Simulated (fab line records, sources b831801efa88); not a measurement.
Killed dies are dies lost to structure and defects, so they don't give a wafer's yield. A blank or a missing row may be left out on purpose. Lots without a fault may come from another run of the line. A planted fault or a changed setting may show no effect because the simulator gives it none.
One fault seen from 2 desks | flow sky130 | each desk has only its own numbers; what lay behind them comes last

THE TOOL OWNER'S DESK: cmp-02
The tool's own readings at SKY_FIELD_ISO_CMP_27 (polishes, stops on Si3N4, t overpolish 16 s, target thk 457.8 nm): means of the sampled wafers that have a number, for each lot that ran on this tool. A lot is out of limits, marked OUT, if its mean lies more than 4 standard deviations from the usual mean; the brackets give that distance.
Columns: A = motor_current_A at SKY_FIELD_ISO_CMP_27, usual 12.3 A; B = overpolish_run_s at SKY_FIELD_ISO_CMP_27, usual 16.001 s; C = time_to_endpoint_s at SKY_FIELD_ISO_CMP_27, usual 114 s
lot  | first seen here | A    | B                        | C
L154 | day 2 18:07     | 12.1 | 16.002                   | 115
L157 | day 3 03:29     | 12.9 | 16.012                   | 118
L159 | day 3 16:46     | 11.6 | 15.995                   | 113
L161 | day 4 02:17     | 12.1 | 16.003                   | 112
L162 | day 4 08:42     | 11.5 | 15.998                   | 119
L169 | day 5 14:55     | 12.2 | 14.568 (-99 or more) OUT | 115
L170 | day 5 20:14     | 12.6 | 14.558 (-99 or more) OUT | 115
This desk's finding: out of limits on L169, L170; first on L169, day 5 14:55 (overpolish_run_s at SKY_FIELD_ISO_CMP_27). In limits: L154, L157, L159, L161, L162.

THE METROLOGY DESK
What the gauges read, lot by lot, whatever tool the lot ran on: means of the sampled wafers that have a number. A lot is out of limits, marked OUT, if its mean lies more than 4 standard deviations from the usual mean; the brackets give that distance.
Columns: A = VT_ADJUST_HVTP_TW at SKY_VT_ADJUST_HVTP_TW_MEAS_11, usual 1353; B = VT_ADJUST_LVTN_01_OVL at SKY_VT_ADJUST_LVTN_OVL_MEAS_18, usual 0.2 nm; C = VT_ADJUST_PCH_OVL at SKY_VT_ADJUST_PCH_OVL_MEAS_07, usual -0.3 nm
lot  | first seen here | A    | B    | C
L154 | day 6 17:07     | 1338 | -0.3 | 0.9
L155 | day 6 18:18     | 1338 | 1.8  | -1.2
L156 | day 7 01:46     | 1369 | -0.1 | -3.5
L157 | day 7 04:56     | 1338 | 0.2  | 0.4
L158 | day 7 10:07     | 1377 | -0.4 | -1.7
L159 | day 7 19:46     | 1370 | -0.3 | 0.1
L160 | day 7 22:31     | 1371 | 2.2  | 2.5
L161 | day 8 06:27     | 1363 | 0.7  | -0.9
L162 | day 8 14:28     | 1358 | 1.2  | -2.1
L169 | day 10 03:59    | 1329 | 0.6  | -1.5
L170 | day 10 09:39    | 1375 | 0.5  | -0.4
L171 | day 10 17:44    | 1329 | 1.1  | -2.3
L175 | day 12 03:00    | 1368 | -0.2 | -0.8
L176 | day 12 05:13    | 1361 | -2.4 | -0.7
This desk's finding: nothing out of limits on any of the 14 lots.

PUT TOGETHER
The tool owner's desk could have raised an alarm at day 5 14:55, on L169, L170.
The metrology desk saw nothing out of limits.
The metrology desk has L169, L170 on record, within its limits.
Of the lots named, all ran SKY_FIELD_ISO_CMP_27 on cmp-02.

WHAT THE SIMULATOR HAD PUT IN
Process parameter drift: cmp-02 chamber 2, from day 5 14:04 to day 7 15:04, at SKY_FIELD_ISO_CMP_27. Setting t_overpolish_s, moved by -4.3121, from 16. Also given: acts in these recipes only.
Lots struck among those shown: L169, L170.
Hours from the fault's start to each desk's first reading out of limits: the tool owner's desk, 1.
